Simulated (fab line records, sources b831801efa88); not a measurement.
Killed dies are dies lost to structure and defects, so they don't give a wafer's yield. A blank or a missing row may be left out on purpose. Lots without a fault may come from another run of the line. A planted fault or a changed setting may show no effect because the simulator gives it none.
fab line records | flow sky130
record lots=13 wafers=39 last_day=50
route steps=708 shown NWELL@79 VT_ADJUST_HVTP@93 VT_ADJUST_NCORE@123 PAD_OPEN@708
lots that met no fault: from a run of the same line without faults
start_h: hours from the record's first day to the start of the lot's first wafer shown | wait_h: hours since the lot's step before | " the same as in the row above | L1.1+2: a row that stands for several wafers | - no value, or no start given | * or withheld: withheld | < > ~ a bound
route shown NAME@n: a module of which the file shows steps, and the number in the route of the first | usual: mean/standard deviation of fault-free wafers | same: alike in all rows | chamber/n: place in a boat | sites: the reading at each site | _std_site: their standard deviation | _edge_site: outer sites' mean less inner sites' | radius_mm: how far each site lies from the wafer's centre | mask NAME#n: copy n | behind: the tool/chamber that last shaped the wafer | hold: why the lot was held/for how many hours/how that ended | device: the transistor (n, p or np) that didn't switch | end of line: the same wafers' tests at the end of the route | a step without rows: its recipe alone | killed: dies lost to structure and defects at the first sort, not the wafer's yield | map: a wafer's dies, x killed, . not, _ none there
set.NAME: the setting as run; set.NAME@STEP: as run at that earlier step | model.NAME: the simulator's own value behind a step, which no gauge read
steps of the route over a sample of lots; a table a step, a row a wafer
services: from which hour (start_h, from the record's first day; less than 0 if before it) a tool's chamber was out of use, for how many hours, and why
## steps
# step SKY_NWELL_TW_MEAS_26
# usual NWELL_2_TW=497/4.3
# columns lot.wafer tool chamber start_h wait_h NWELL_2_TW
L178.1 film_metro-04 - 111.21 0.1 498
L178.5 " - " " 497
L178.6 " - " " 499
L181.4 film_metro-01 - 127.58 0.1 493
L181.5 " - " " 490
L181.6 " - " " 490
L180.1 film_metro-03 - 128.61 0.1 503
L180.2 " - " " 501
L180.6 " - " " 500
L183.1 film_metro-03 - 141.31 0.1 500
L183.5 " - " " 497
L183.6 " - " " 500
L182.2 film_metro-03 - 143.03 0.1 499
L182.4 " - " " 500
L182.5 " - " " 499
L184.1 film_metro-01 - 143.62 0.1 493
L184.5 " - " " 493
L184.6 " - " " 492
L185.3 film_metro-03 - 149.23 0.1 502
L185.4 " - " " 499
L185.6 " - " " 500
L188.1 film_metro-01 - 163.26 0.1 491
L188.5 " - " " 493
L188.6 " - " " 488
L192.1 film_metro-04 - 192.76 0.1 497
L192.2 " - " " 503
L192.3 " - " " 500
L193.1 film_metro-01 - 197.86 0.1 489
L193.5 " - " " 489
L193.6 " - " " 492
L196.2 film_metro-04 - 214.72 0.1 498
L196.5 " - " " 498
L196.6 " - " " 498
L199.1 film_metro-03 - 231.15 0.1 501
L199.5 " - " " 502
L199.6 " - " " 501
L201.3 film_metro-01 - 242.04 0.1 493
L201.4 " - " " 491
L201.5 " - " " 491
# step SKY_VT_ADJUST_HVTP_OVL_MEAS_08
# usual VT_ADJUST_HVTP_OVL=-0.3/1.6
# columns lot.wafer tool chamber start_h wait_h VT_ADJUST_HVTP_OVL[nm]
L178.1 overlay-01 - 129.84 0.1 0.5
L178.5 " - " " -1.9
L178.6 " - " " 0.8
L181.4 overlay-02 - 146.82 0.1 1.3
L181.5 " - " " 3.0
L181.6 " - " " 2.3
L180.1 overlay-02 - 147.94 0.1 -0.4
L180.2 " - " " 0.1
L180.6 " - " " -0.3
L183.1 overlay-01 - 161.51 0.1 1.6
L183.5 " - " " 0.0
L183.6 " - " " 0.5
L182.2 overlay-02 - 163.66 0.1 -2.1
L182.4 " - " " -1.7
L182.5 " - " " -1.8
L184.1 overlay-02 - 164.29 0.1 -0.8
L184.5 " - " " 0.0
L184.6 " - " " -2.2
L185.3 overlay-01 - 169.60 0.1 0.1
L185.4 " - " " -1.0
L185.6 " - " " -1.8
L188.1 overlay-01 - 184.85 0.1 2.0
L188.5 " - " " 1.0
L188.6 " - " " -0.4
L192.1 overlay-02 - 215.45 0.1 -3.3
L192.2 " - " " -1.5
L192.3 " - " " -1.8
L193.1 overlay-02 - 220.56 0.1 -2.2
L193.5 " - " " -0.3
L193.6 " - " " -1.0
L196.2 overlay-02 - 237.91 0.1 -2.4
L196.5 " - " " -0.8
L196.6 " - " " -1.6
L199.1 overlay-02 - 254.94 0.1 1.0
L199.5 " - " " 0.8
L199.6 " - " " -0.8
L201.3 overlay-01 - 265.97 0.1 -0.5
L201.4 " - " " 1.0
L201.5 " - " " 0.9
# step SKY_VT_ADJUST_NCORE_EXPOSE_04
# recipe mask_id=LVTN_COMPLEMENT_THIN na=0.6 source_shape=conventional sigma_outer=0.6 polarization=unpolarized target_cd_nm=380 dose_mj=139
# usual exposure_dose_mJ_cm2=138.91/0.13 stage_vel_mm_s=500.05/0.24
# columns lot.wafer tool chamber start_h wait_h mask exposure_dose_mJ_cm2 stage_vel_mm_s
L178.1 iline_stepper-02 0 179.37 - LVTN_COMPLEMENT_THIN#0 138.82 499.92
L178.5 " 0 " " LVTN_COMPLEMENT_THIN#0 138.87 499.87
L178.6 " 0 " " LVTN_COMPLEMENT_THIN#0 139.13 499.60
L181.4 iline_stepper-02 0 198.66 - LVTN_COMPLEMENT_THIN#0 139.05 499.91
L181.5 " 0 " " LVTN_COMPLEMENT_THIN#0 138.97 500.18
L181.6 " 0 " " LVTN_COMPLEMENT_THIN#0 138.92 500.29
L180.1 iline_stepper-01 0 199.85 - LVTN_COMPLEMENT_THIN#0 139.13 499.98
L180.2 " 0 " " LVTN_COMPLEMENT_THIN#0 138.91 500.25
L180.6 " 0 " " LVTN_COMPLEMENT_THIN#0 139.03 500.28
L183.1 iline_stepper-02 0 214.61 - LVTN_COMPLEMENT_THIN#0 138.83 500.42
L183.5 " 0 " " LVTN_COMPLEMENT_THIN#0 138.85 500.07
L183.6 " 0 " " LVTN_COMPLEMENT_THIN#0 138.79 500.00
L182.2 iline_stepper-01 0 218.23 - LVTN_COMPLEMENT_THIN#0 138.75 499.97
L182.4 " 0 " " LVTN_COMPLEMENT_THIN#0 139.09 499.96
L182.5 " 0 " " LVTN_COMPLEMENT_THIN#0 139.12 500.49
L184.1 iline_stepper-01 0 218.48 - LVTN_COMPLEMENT_THIN#0 139.02 500.08
L184.5 " 0 " " LVTN_COMPLEMENT_THIN#0 138.90 500.52
L184.6 " 0 " " LVTN_COMPLEMENT_THIN#0 138.83 500.15
L185.3 iline_stepper-01 0 225.06 - LVTN_COMPLEMENT_THIN#0 139.01 500.01
L185.4 " 0 " " LVTN_COMPLEMENT_THIN#0 138.84 500.13
L185.6 " 0 " " LVTN_COMPLEMENT_THIN#0 139.09 500.04
L188.1 iline_stepper-02 0 239.57 - LVTN_COMPLEMENT_THIN#0 139.01 500.07
L188.5 " 0 " " LVTN_COMPLEMENT_THIN#0 139.08 500.23
L188.6 " 0 " " LVTN_COMPLEMENT_THIN#0 138.93 500.21
L192.1 iline_stepper-01 0 275.45 - LVTN_COMPLEMENT_THIN#0 144.76 499.92
L192.2 " 0 " " LVTN_COMPLEMENT_THIN#0 144.86 499.73
L192.3 " 0 " " LVTN_COMPLEMENT_THIN#0 144.82 499.79
L193.1 iline_stepper-01 0 280.38 - LVTN_COMPLEMENT_THIN#0 144.87 499.94
L193.5 " 0 " " LVTN_COMPLEMENT_THIN#0 145.03 499.65
L193.6 " 0 " " LVTN_COMPLEMENT_THIN#0 145.08 499.71
L196.2 iline_stepper-02 0 299.34 - LVTN_COMPLEMENT_THIN#0 138.98 500.36
L196.5 " 0 " " LVTN_COMPLEMENT_THIN#0 138.81 500.12
L196.6 " 0 " " LVTN_COMPLEMENT_THIN#0 138.93 500.67
L199.1 iline_stepper-02 0 319.60 - LVTN_COMPLEMENT_THIN#0 138.84 499.95
L199.5 " 0 " " LVTN_COMPLEMENT_THIN#0 138.87 500.14
L199.6 " 0 " " LVTN_COMPLEMENT_THIN#0 138.86 500.24
L201.3 iline_stepper-02 0 332.45 - LVTN_COMPLEMENT_THIN#0 138.86 499.74
L201.4 " 0 " " LVTN_COMPLEMENT_THIN#0 138.94 499.96
L201.5 " 0 " " LVTN_COMPLEMENT_THIN#0 138.95 500.18
# step SKY_VT_ADJUST_NCORE_CD_MEAS_07
# recipe target_cd_nm=380
# usual cd_nm=380.1/2.7
# columns lot.wafer tool chamber start_h wait_h hold cd_nm
L178.1 cd_sem-02 - 189.78 0.1 - 380.3
L178.5 " - " " - 380.0
L178.6 " - " " - 380.4
L181.4 cd_sem-01 - 209.84 0.1 - 378.8
L181.5 " - " " - 378.3
L181.6 " - " " - 376.5
L180.1 cd_sem-01 - 211.33 0.1 - 376.3
L180.2 " - " " - 376.1
L180.6 " - " " - 374.1
L183.1 cd_sem-02 - 225.67 0.1 - 385.9
L183.5 " - " " - 384.6
L183.6 " - " " - 383.3
L182.2 cd_sem-01 - 229.05 0.1 - 377.4
L182.4 " - " " - 378.8
L182.5 " - " " - 378.6
L184.1 cd_sem-02 - 229.33 0.1 - 374.4
L184.5 " - " " - 378.3
L184.6 " - " " - 376.7
L185.3 cd_sem-01 - 236.51 0.1 - 381.3
L185.4 " - " " - 382.4
L185.6 " - " " - 379.8
L188.1 cd_sem-01 - 251.53 0.1 - 384.8
L188.5 " - " " - 384.3
L188.6 " - " " - 383.9
L192.1 cd_sem-01 - 288.18 0.1 await_dispo/0.2h/release 393.7
L192.2 " - " " await_dispo/0.2h/release 394.3
L192.3 " - " " await_dispo/0.2h/release 393.2
L192.1 cd_sem-01 - 288.65 0.5 - 393.8
L192.2 " - " " - 394.2
L192.3 " - " " - 393.1
L193.1 cd_sem-02 - 292.82 0.1 await_dispo/0.2h/release 392.1
L193.5 " - " " await_dispo/0.2h/release 393.6
L193.6 " - " " await_dispo/0.2h/release 392.4
L193.1 cd_sem-02 - 293.10 0.3 - 392.3
L193.5 " - " " - 393.3
L193.6 " - " " - 392.9
L196.2 cd_sem-02 - 312.70 0.1 - 375.5
L196.5 " - " " - 376.4
L196.6 " - " " - 373.8
L199.1 cd_sem-01 - 333.43 0.1 - 380.2
L199.5 " - " " - 381.0
L199.6 " - " " - 382.6
L201.3 cd_sem-02 - 346.01 0.1 - 378.1
L201.4 " - " " - 379.6
L201.5 " - " " - 380.2
# step SKY_VT_ADJUST_NCORE_TW_MEAS_11
# usual VT_ADJUST_NCORE_TW=219.3/2.2
# columns lot.wafer tool chamber start_h wait_h VT_ADJUST_NCORE_TW
L178.1 film_metro-02 - 190.18 0.1 216.7
L178.5 " - " " 216.5
L178.6 " - " " 217.2
L181.4 film_metro-03 - 210.21 0.1 221.0
L181.5 " - " " 221.1
L181.6 " - " " 220.9
L180.1 film_metro-02 - 211.73 0.1 218.4
L180.2 " - " " 218.5
L180.6 " - " " 218.5
L183.1 film_metro-01 - 226.07 0.1 219.7
L183.5 " - " " 219.4
L183.6 " - " " 219.2
L182.2 film_metro-03 - 229.44 0.1 222.2
L182.4 " - " " 222.9
L182.5 " - " " 222.3
L184.1 film_metro-01 - 229.73 0.1 218.9
L184.5 " - " " 218.6
L184.6 " - " " 217.9
L185.3 film_metro-02 - 236.89 0.1 216.9
L185.4 " - " " 217.4
L185.6 " - " " 216.7
L188.1 film_metro-01 - 251.93 0.1 219.4
L188.5 " - " " 218.2
L188.6 " - " " 216.9
L192.1 film_metro-02 - 291.10 0.1 216.3
L192.2 " - " " 216.0
L192.3 " - " " 216.5
L193.1 film_metro-03 - 295.12 0.2 223.0
L193.5 " - " " 222.1
L193.6 " - " " 221.2
L196.2 film_metro-01 - 313.10 0.1 217.9
L196.5 " - " " 218.1
L196.6 " - " " 218.1
L199.1 film_metro-02 - 333.83 0.1 218.3
L199.5 " - " " 217.8
L199.6 " - " " 218.0
L201.3 film_metro-03 - 346.39 0.1 221.3
L201.4 " - " " 222.2
L201.5 " - " " 222.3
# step SKY_PAD_OPEN_PROBE_99
# usual killed_at_M0_to_M3=42/7.2 killed_at_M4_up=3.2/1.8 killed_at_contacts=24/5.4 killed_at_front_end=15/4 killed_at_other=0.3/0.59 killed_dies=84/9 killed_open=46/7.1 killed_short=38/6
# same gross_dies=492 killed_at_back_side=0
# columns lot.wafer tool chamber start_h wait_h killed_at_M0_to_M3 killed_at_M4_up killed_at_contacts killed_at_front_end killed_at_other killed_dies killed_open killed_short
L178.1 prober-01 - 1087.45 0.1 54 2 24 8 0 88 48 40
L178.5 prober-01 - 1087.65 0.2 45 3 16 16 2 82 34 47
L178.6 prober-01 - 1087.70 0.2 41 6 25 13 1 86 41 44
L181.4 prober-02 - 1108.59 0.2 50 6 29 10 0 95 50 45
L181.5 prober-02 - 1108.64 0.2 47 5 26 20 0 98 50 48
L181.6 prober-02 - 1108.69 0.2 50 0 34 13 1 98 56 42
L183.1 prober-01 - 1112.23 0.1 35 1 36 13 0 85 60 25
L183.5 prober-01 - 1112.43 0.2 24 4 30 11 1 70 35 34
L183.6 prober-01 - 1112.48 0.2 39 1 25 12 1 78 47 30
L182.2 prober-01 - 1126.83 0.1 39 3 25 10 0 77 44 33
L182.4 prober-01 - 1126.93 0.2 58 3 23 14 0 98 64 34
L182.5 prober-01 - 1126.98 0.2 50 2 21 18 2 93 50 43
L188.1 prober-01 - 1145.93 0.1 38 2 29 17 0 86 49 35
L188.5 prober-01 - 1146.13 0.2 41 2 15 12 0 70 44 26
L188.6 prober-01 - 1146.18 0.2 32 3 19 19 0 73 39 34
L199.1 prober-02 - 1188.84 0.1 42 3 23 9 0 77 44 33
L199.5 prober-02 - 1189.04 0.2 35 4 19 15 0 73 46 27
L199.6 prober-02 - 1189.09 0.2 43 4 33 15 0 95 52 43
L201.3 prober-02 - 1200.06 0.2 38 3 19 13 0 73 32 39
L201.4 prober-02 - 1200.11 0.2 34 2 24 12 0 72 42 30
L201.5 prober-02 - 1200.16 0.2 46 4 30 10 0 90 44 46
# killed by level:class
L178.1 VIA1:geometric_particle:open=12 CONTACT:geometric_particle:open=9 VIA3:geometric_particle:open=9 METAL2:geometric_particle:short=9 VIA2:geometric_particle:open=6 CONTACT:geometric_particle:short=5 METAL3:geometric_particle:short=5 LI_CONTACT:geometric_particle:open=4
L178.5 POLY_GATE:geometric_particle:short=8 VIA2:geometric_particle:short=8 VIA1:geometric_particle:open=8 METAL1:geometric_particle:short=7 VIA2:geometric_particle:open=7 LOCAL_INTERCONNECT:geometric_particle:short=6 METAL2:geometric_particle:short=5 CONTACT:geometric_particle:open=4
L178.6 VIA1:geometric_particle:open=10 VIA2:geometric_particle:open=8 LI_CONTACT:geometric_particle:open=7 METAL2:geometric_particle:short=7 LOCAL_INTERCONNECT:geometric_particle:short=6 CONTACT:geometric_particle:open=6 POLY_GATE:geometric_particle:short=5 CONTACT:geometric_particle:short=5
L181.4 CONTACT:geometric_particle:open=16 METAL1:geometric_particle:short=10 VIA1:geometric_particle:open=9 VIA3:geometric_particle:open=8 METAL2:geometric_particle:short=7 LI_CONTACT:geometric_particle:short=5 VIA3:geometric_particle:short=5 METAL4:geometric_particle:short=4
L181.5 VIA1:geometric_particle:open=13 CONTACT:geometric_particle:open=10 FIELD_ISO:geometric_particle:short=7 VIA3:geometric_particle:open=7 METAL2:geometric_particle:short=6 METAL3:geometric_particle:short=6 LOCAL_INTERCONNECT:geometric_particle:short=5 POLY_GATE:geometric_particle:open=5
L181.6 VIA1:geometric_particle:open=14 CONTACT:geometric_particle:open=9 METAL2:geometric_particle:short=9 VIA2:geometric_particle:open=8 LI_CONTACT:geometric_particle:open=7 FIELD_ISO:geometric_particle:open=6 LOCAL_INTERCONNECT:geometric_particle:short=6 LI_CONTACT:geometric_particle:short=5
L183.1 CONTACT:geometric_particle:open=13 LI_CONTACT:geometric_particle:open=10 VIA1:geometric_particle:open=10 VIA2:geometric_particle:open=9 LOCAL_INTERCONNECT:geometric_particle:short=6 FIELD_ISO:geometric_particle:open=5 VIA3:geometric_particle:open=5 POLY_GATE:geometric_particle:open=4
L183.5 CONTACT:geometric_particle:short=9 LI_CONTACT:geometric_particle:open=8 CONTACT:geometric_particle:open=5 VIA1:geometric_particle:open=5 VIA2:geometric_particle:open=4 METAL4:geometric_particle:short=4 FIELD_ISO:geometric_particle:short=3 LI_CONTACT:geometric_particle:short=3
L183.6 VIA1:geometric_particle:open=10 VIA2:geometric_particle:open=9 LI_CONTACT:geometric_particle:open=8 CONTACT:geometric_particle:open=7 CONTACT:geometric_particle:short=5 VIA3:geometric_particle:open=5 LOCAL_INTERCONNECT:geometric_particle:short=4 METAL1:geometric_particle:short=4
L182.2 VIA1:geometric_particle:open=9 VIA3:geometric_particle:open=9 LI_CONTACT:geometric_particle:open=8 LOCAL_INTERCONNECT:geometric_particle:short=7 CONTACT:geometric_particle:open=6 VIA1:geometric_particle:short=5 POLY_GATE:geometric_particle:open=4 FIELD_ISO:geometric_particle:short=3
L182.4 VIA1:geometric_particle:open=23 CONTACT:geometric_particle:open=10 VIA3:geometric_particle:open=9 FIELD_ISO:geometric_particle:open=5 VIA1:geometric_particle:short=5 POLY_GATE:geometric_particle:open=5 METAL3:geometric_particle:short=5 LI_CONTACT:geometric_particle:open=4
L182.5 VIA1:geometric_particle:open=13 CONTACT:geometric_particle:open=9 METAL1:geometric_particle:short=8 FIELD_ISO:geometric_particle:short=7 LI_CONTACT:geometric_particle:open=7 VIA3:geometric_particle:open=7 METAL3:geometric_particle:short=6 POLY_GATE:geometric_particle:short=4
L188.1 CONTACT:geometric_particle:open=14 VIA1:geometric_particle:open=8 VIA2:geometric_particle:open=6 LI_CONTACT:geometric_particle:open=5 LI_CONTACT:geometric_particle:short=5 METAL2:geometric_particle:short=5 VIA2:geometric_particle:short=5 VIA3:geometric_particle:open=5
L188.5 VIA1:geometric_particle:open=16 CONTACT:geometric_particle:open=5 VIA2:geometric_particle:open=5 VIA3:geometric_particle:open=4 METAL2:geometric_particle:short=4 VIA2:geometric_particle:short=4 FIELD_ISO:geometric_particle:short=3 POLY_GATE:geometric_particle:short=3
L188.6 CONTACT:geometric_particle:open=10 VIA1:geometric_particle:open=9 FIELD_ISO:geometric_particle:short=6 VIA3:geometric_particle:open=6 METAL1:geometric_particle:short=5 POLY_GATE:geometric_particle:open=4 LI_CONTACT:geometric_particle:open=4 FIELD_ISO:geometric_particle:open=3
L199.1 VIA2:geometric_particle:open=9 VIA1:geometric_particle:open=9 CONTACT:geometric_particle:open=7 METAL1:geometric_particle:short=7 LI_CONTACT:geometric_particle:open=6 FIELD_ISO:geometric_particle:open=4 LOCAL_INTERCONNECT:geometric_particle:short=4 METAL2:geometric_particle:short=4
L199.5 CONTACT:geometric_particle:open=8 VIA1:geometric_particle:open=8 LI_CONTACT:geometric_particle:open=7 VIA2:geometric_particle:open=7 VIA3:geometric_particle:open=7 FIELD_ISO:geometric_particle:short=5 POLY_GATE:geometric_particle:short=4 METAL1:geometric_particle:short=4
L199.6 CONTACT:geometric_particle:open=11 CONTACT:geometric_particle:short=10 VIA3:geometric_particle:open=8 LI_CONTACT:geometric_particle:open=7 METAL1:geometric_particle:short=7 VIA1:geometric_particle:open=7 VIA2:geometric_particle:open=7 METAL2:geometric_particle:short=6
L201.3 VIA2:geometric_particle:open=9 POLY_GATE:geometric_particle:short=7 METAL1:geometric_particle:short=6 VIA1:geometric_particle:short=6 CONTACT:geometric_particle:open=5 VIA1:geometric_particle:open=5 METAL2:geometric_particle:short=5 LI_CONTACT:geometric_particle:open=4
L201.4 CONTACT:geometric_particle:open=9 LI_CONTACT:geometric_particle:open=7 VIA1:geometric_particle:open=7 METAL2:geometric_particle:short=6 FIELD_ISO:geometric_particle:open=4 VIA2:geometric_particle:open=4 VIA3:geometric_particle:open=4 POLY_GATE:geometric_particle:open=3
L201.5 VIA2:geometric_particle:open=9 VIA3:geometric_particle:open=7 LOCAL_INTERCONNECT:geometric_particle:short=7 CONTACT:geometric_particle:short=7 CONTACT:geometric_particle:open=7 VIA1:geometric_particle:open=6 LI_CONTACT:geometric_particle:open=5 METAL1:geometric_particle:short=5
## services
# columns tool chamber start_h hours kind
iline_stepper-02 - 187.95 1.7 pm
iline_stepper-01 - 225.63 1.7 pm
iline_stepper-02 0 230.92 - calibration
iline_stepper-02 - 264.61 0.9 repair
iline_stepper-02 - 271.15 2.4 repair
iline_stepper-02 - 313.32 2.8 repair
## key
first_sign step=SKY_VT_ADJUST_NCORE_EXPOSE_04 reading=exposure_dose_mJ_cm2 direction=up sigmas=46 usual=* struck=*
effect step=SKY_VT_ADJUST_NCORE_CD_MEAS_07 reading=visit direction=added
met_at SKY_VT_ADJUST_NCORE_EXPOSE_04
struck_lots L192,L193
rows_end L193.1,L193.5,L193.6
tester_left_out L192
not_acting_at SKY_NWELL_TW_MEAS_26,SKY_VT_ADJUST_HVTP_OVL_MEAS_08,SKY_VT_ADJUST_NCORE_TW_MEAS_11
onset_between 225.06 275.45
fault kind=process_parameter_drift tool=iline_stepper-01 chamber=- onset_h=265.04 steps=SKY_VT_ADJUST_NCORE_EXPOSE_04 channel=dose_mj offset=5.9462 shape=step acts_in=these_recipes_only stated=139
# tester_left_out: of these lots the tester's yield and bins aren't shown, on N5 and GAA mostly nor the transistor test; their killed dies are dies lost to structure and defects alone, not to doping, threshold or leakage, so they don't give the yield
# rows_end: these wafers met a further fault down the route, and their rows from its step on are left out
